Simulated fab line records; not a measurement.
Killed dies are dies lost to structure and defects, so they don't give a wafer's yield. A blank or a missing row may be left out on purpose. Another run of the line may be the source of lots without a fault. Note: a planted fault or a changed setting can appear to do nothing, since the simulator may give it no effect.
What tool caused it? | flow gf180mcu | at 1 step of a route of 602, 7 lots with 21 wafers sampled

WHAT EACH GAUGE READ, for each wafer
GF_MIM_THK_MEAS_11: measures by xrf.
lot  | measured     | on            | MIM_ALCU_THK (nm)
L239 | day 25 05:41 | film-metro-03 | 196.4 193.9 197.0
L241 | day 26 07:03 | film-metro-04 | 193.5 196.2 197.0
L244 | day 27 17:30 | film-metro-04 | 198.7 199.5 200.6
L248 | day 28 15:10 | film-metro-04 | 199.1 202.3 199.0
L251 | day 29 08:18 | film-metro-04 | 201.2 199.1 199.0
L254 | day 30 08:29 | film-metro-01 | 194.8 194.8 193.9
L259 | day 31 08:35 | film-metro-03 | 196.7 199.7 198.7

TOOL THAT RAN EACH LOT (tool first, then ch and the chambers of the sampled wafers, then the start)
There is no process step in the record ahead of these readings.

THE ANSWER, worked out from the rows above alone
Rule: what is usual is taken from the lots themselves. The widest of any qualifying gaps counts: lots, ordered by their means at a reading, are off when they make up no more than a third of the lots, leave a main group of 4 or more, and stand apart from it by 3 or more times the standard deviation of that group's means. If all means in a main group match to the digits the tables above print for the reading, that group is not used. Also off: a lot with no number at a reading for which 4 or more lots have one. All remaining lots with rows at the step are treated as sound.
Across all readings shown, no lot is off: no conclusion can be drawn from this.

WHAT THE SIMULATOR HAD PUT IN
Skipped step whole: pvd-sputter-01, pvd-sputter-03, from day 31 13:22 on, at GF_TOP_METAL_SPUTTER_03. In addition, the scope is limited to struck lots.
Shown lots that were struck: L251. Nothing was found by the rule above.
